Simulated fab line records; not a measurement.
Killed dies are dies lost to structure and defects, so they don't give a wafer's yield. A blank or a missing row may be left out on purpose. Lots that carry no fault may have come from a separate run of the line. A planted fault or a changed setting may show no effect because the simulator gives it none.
A struck lot beside a sound one + flow gf180mcu + 14 out of 602 route steps
Sound: these wafers, L556.3, L556.5, L556.6. Struck: wafers L560.2, L560.5, L560.6. At the end, the cause is stated.
Order at every step that has rows: each side's tool, ch and its chambers, its first start. Under that, the readings that differ: sound wafers + struck wafers + difference of the means + sigmas: that difference in standard deviations of wafers without a fault.
alike: readings whose means differ by less than 2 such deviations, and words and numbers that are the same on both sides. not compared: withheld readings, readings that some wafer has no value for, bounds like >300 that may hide the same value, and numbers for which the record gives no deviation and whose values overlap.
The two part at a step that has a row with sigmas, a row that says differs or no value, or rows on one side only. Non-overlapping numbers with no deviation appear without sigmas and do not part them. A reading that every wafer of one side lacks parts them only if that side has two wafers or more.

GF_M1_SPUTTER_00: material Ti, target thk 37.5 nm, time 150 s.
  sound: pvd_sputter-03 at day 16 19:53; struck: pvd_sputter-04 at day 18 05:27
  alike: throttle_valve_pct
GF_M1_SPUTTER_01: material TiN, target thk 30 nm, time 25 s.
  sound: pvd_sputter-03 at day 16 19:59; struck: pvd_sputter-04 at day 18 05:33
  alike: throttle_valve_pct
GF_M1_SPUTTER_02: material AlCu, target thk 450 nm, time 23.9 s.
  sound: pvd_sputter-03 at day 16 20:01; struck: pvd_sputter-04 at day 18 05:35
  alike: throttle_valve_pct
GF_M1_SPUTTER_03: material Ti, target thk 10 nm, time 6.7 s.
  sound: pvd_sputter-03 at day 16 20:03; struck: pvd_sputter-04 at day 18 05:37
  alike: throttle_valve_pct
GF_M1_SPUTTER_04: material TiN, target thk 50 nm, time 41.7 s.
  sound: pvd_sputter-03 at day 16 20:04; struck: pvd_sputter-04 at day 18 05:38
  alike: throttle_valve_pct
GF_M1_RS_MEAS_05: the measuring method here is four-point-probe.
  sound: film_metro-02 at day 16 20:09; struck: film_metro-02 at day 18 05:41
  alike: M1_ALCU_RS
GF_M1_THK_MEAS_06: measures by xrf.
  sound: film_metro-02 at day 16 20:15; struck: film_metro-02 at day 18 05:48
  alike: M1_ALCU_THK
then, 5 steps without rows for these wafers: GF_M1_DEHYDRATE_07 (time 60 s); GF_M1_HMDS_08 (prime time 60 s); GF_M1_COAT_09 (resist thk 1000 nm); GF_M1_SOFTBAKE_10 (time 60 s); GF_M1_EXPOSE_11 (exposes mask Metal1, target cd 230 nm).
GF_M1_PEB_12: peb time 90 s.
  struck on litho_track-02, day 19 05:58; sound on litho_track-03 ch 0, day 17 18:58
  no value came back on the struck wafers for chill_plate_temp_C (C), exhaust_pa (Pa); on the sound wafers chill_plate_temp_C (C) reads 23.04 23.13 22.93
then, 1 step without rows for these wafers: GF_M1_DEVELOP_13 (develop time 60 s).

== WHERE THEY PART ==
At GF_M1_PEB_12 and nowhere else, as far as this record goes.

WHY: what had been put in by the simulator
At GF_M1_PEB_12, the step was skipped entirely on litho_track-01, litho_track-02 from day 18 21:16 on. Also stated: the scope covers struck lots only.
